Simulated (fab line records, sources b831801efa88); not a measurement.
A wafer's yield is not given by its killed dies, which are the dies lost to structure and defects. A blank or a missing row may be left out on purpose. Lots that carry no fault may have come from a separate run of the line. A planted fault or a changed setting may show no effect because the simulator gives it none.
The same fault as seen by 2 desks / flow sky130 / each desk holds nothing but its own numbers, with what lay behind them at the end

## TOOL OWNER'S DESK, furnace-01
The tool's own readings at SKY_NWELL_OXIDATION_01 (stabilise 600 s, purge 300 s, target thk 10 nm): means of the sampled wafers that have a number, for each lot that ran on this tool. Marked OUT: a lot whose mean sits more than 4 standard deviations from the usual mean, which makes it out of limits; the brackets give that distance.
Columns: A = spike-tc-bottom-C at SKY_NWELL_OXIDATION_01, usual 917.2 C; B = spike-tc-centre-C at SKY_NWELL_OXIDATION_01, usual 899.9 C; C = spike-tc-lower-C at SKY_NWELL_OXIDATION_01, usual 901.2 C; D = spike-tc-top-C at SKY_NWELL_OXIDATION_01, usual 911.9 C; E = spike-tc-upper-C at SKY_NWELL_OXIDATION_01, usual 900.7 C; F = tube-center-temp-C at SKY_NWELL_OXIDATION_01, usual 900 C; G = tube_center_temp_C_max at SKY_NWELL_OXIDATION_01, usual 902.3
lot=L736; first seen here=day 2 20:43; A=914.5; B=898.8; C=901.5; D=910.3; E=902.1; F=900; G=902.8
lot=L738; first seen here=day 2 22:07; A=915.1; B=897.4; C=901.4; D=909.9; E=901.7; F=900; G=902.3
lot=L739; first seen here=day 3 04:07; A=933.9 (+7.6) OUT; B=915.7 (+8.3) OUT; C=919.6 (+19) OUT; D=929.6 (+11) OUT; E=921.5 (+16) OUT; F=919 (+99 or more) OUT; G=921.3 (+53) OUT
lot=L745; first seen here=day 4 09:38; A=934.0 (+7.6) OUT; B=917.6 (+9.3) OUT; C=919.7 (+19) OUT; D=929.0 (+11) OUT; E=919.0 (+14) OUT; F=919 (+99 or more) OUT; G=920.8 (+51) OUT
lot=L756; first seen here=day 6 18:52; A=914.5; B=897.6; C=901.7; D=910.8; E=901.0; F=900; G=902.2
This desk finds L739, L745 out of limits, L739 being first, at day 3 04:07 (spike-tc-bottom-C at SKY_NWELL_OXIDATION_01). In limits: L736, L738, L756.

## AT THE METROLOGY DESK
What the gauges read for every lot (on any tool): the sampled wafers with a number, averaged. Marked OUT: a lot whose mean sits more than 4 standard deviations from the usual mean, which makes it out of limits; the brackets give that distance.
Columns: A = NWELL_OXIDATION_THK at SKY_NWELL_THK_MEAS_02, usual 9.93 nm; B = NWELL_00_OVL at SKY_NWELL_OVL_MEAS_10, usual -0.6 nm; C = cd-nm at SKY_SONOS_TUNNEL_CD_MEAS_07, usual 410.2 nm
lot=L736; first seen here=day 2 22:07; A=9.94; B=1.3; C=409.5
lot=L738; first seen here=day 2 23:30; A=9.77; B=-1.5; C=412.7
lot=L739; first seen here=day 3 05:31; A=12.22 (+14) OUT; B=-0.7; C=409.8
lot=L740; first seen here=day 3 15:57; A=10.10; B=-0.0; C=407.9
lot=L741; first seen here=day 3 15:57; A=10.13; B=-1.6; C=411.6
lot=L744; first seen here=day 4 06:28; A=10.06; B=-1.1; C=410.2
lot=L745; first seen here=day 4 11:02; A=12.05 (+13) OUT; B=-1.7; C=415.6
lot=L748; first seen here=day 5 04:23; A=10.05; B=-1.3; C=411.0
lot=L756; first seen here=day 6 20:17; A=9.76; B=-1.0; C=409.0
lot=L757; first seen here=day 7 02:39; A=9.87; B=1.9; C=408.9
lot=L758; first seen here=day 7 19:40; A=9.84; B=-0.3; C=406.6
lot=L759; first seen here=day 7 19:42; A=9.85; B=0.2; C=409.1
Finding of this desk: L739, L745 out of limits, first seen on L739 at day 3 05:31 (NWELL_OXIDATION_THK at SKY_NWELL_THK_MEAS_02). In limits: L736, L738, L740, L741, L744, L748, L756, L757, L758, L759.

## PUT TOGETHER
The tool owner's desk could have raised an alarm at day 3 04:07, on L739, L745.
An alarm was possible from the metrology desk at day 3 05:31, on L739, L745.
On furnace-01, each named lot ran SKY_NWELL_OXIDATION_01.

## WHAT THE SIMULATOR HAD INSERTED
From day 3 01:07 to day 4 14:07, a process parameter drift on furnace-01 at SKY_NWELL_OXIDATION_01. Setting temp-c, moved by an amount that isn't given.
Struck lots among those shown: L739, L745.
Delay (hours) between the fault's onset and each desk's first out-of-limits reading: 3 at the tool owner's desk, 4 at the metrology desk.
